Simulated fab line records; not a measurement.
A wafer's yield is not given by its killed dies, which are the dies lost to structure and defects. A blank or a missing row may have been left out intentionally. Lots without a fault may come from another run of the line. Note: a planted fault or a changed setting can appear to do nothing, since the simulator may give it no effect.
Chamber matching | flow sky130 | 4 sister chambers for SKY_VIA4_CMP_21 on cmp-01
The step polishes, stops on SiO2, t overpolish 25 s, target thk 0 nm. 4 wafers are shown with their chamber, then 12 later ones without.

== WAFERS, EACH WITH ITS CHAMBER ==
wafer  | chamber | motor current A (A)
L084.3 | 2       | 11.9
L084.5 | 1       | 10.7
L086.3 | 3       | 8.9
L086.5 | 0       | 12.0

== WAFERS WITH NO CHAMBER GIVEN ==
wafer  | motor current A (A)
L089.2 | 9.3
L089.5 | 8.6
L089.6 | 11.4
L093.1 | 12.2
L093.2 | 10.7
L093.6 | 12.1
L095.1 | 8.7
L095.3 | 11.5
L095.5 | 11.6
L097.2 | 12.0
L097.3 | 8.6
L097.4 | 10.4

== CHAMBER TAKEN BY EACH ==
wafer  | from the rows above          | in truth
L089.2 | 3                            | 3
L089.5 | 3                            | 3
L089.6 | can't be placed: 2 or 0 or 1 | 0
L093.1 | can't be placed: 0 or 2      | 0
L093.2 | 1                            | 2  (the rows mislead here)
L093.6 | can't be placed: 0 or 2      | 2
L095.1 | 3                            | 3
L095.3 | can't be placed: 2 or 0 or 1 | 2
L095.5 | can't be placed: 2 or 0      | 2
L097.2 | can't be placed: 0 or 2      | 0
L097.3 | 3                            | 3
L097.4 | 1                            | 1
Correctly placed: 5 of 12. Can't be placed from these rows: 6 (the true chamber is among the candidates in 6). Placed wrongly: 1.
How it was worked out, from the rows above alone: a wafer's distance from a chamber is the root of the sum, over the readings, of the square of ((its reading less the chamber's mean) divided by the reading's scatter). If the next closest chamber is less than 2 further off than the closest, the wafer can't be placed; otherwise it belongs to the closest. A chamber's mean is the mean of its shown wafers. The scatter (one wafer shown for each chamber): square how far every hidden wafer sits from the nearest shown wafer, average those squares and take the square root.
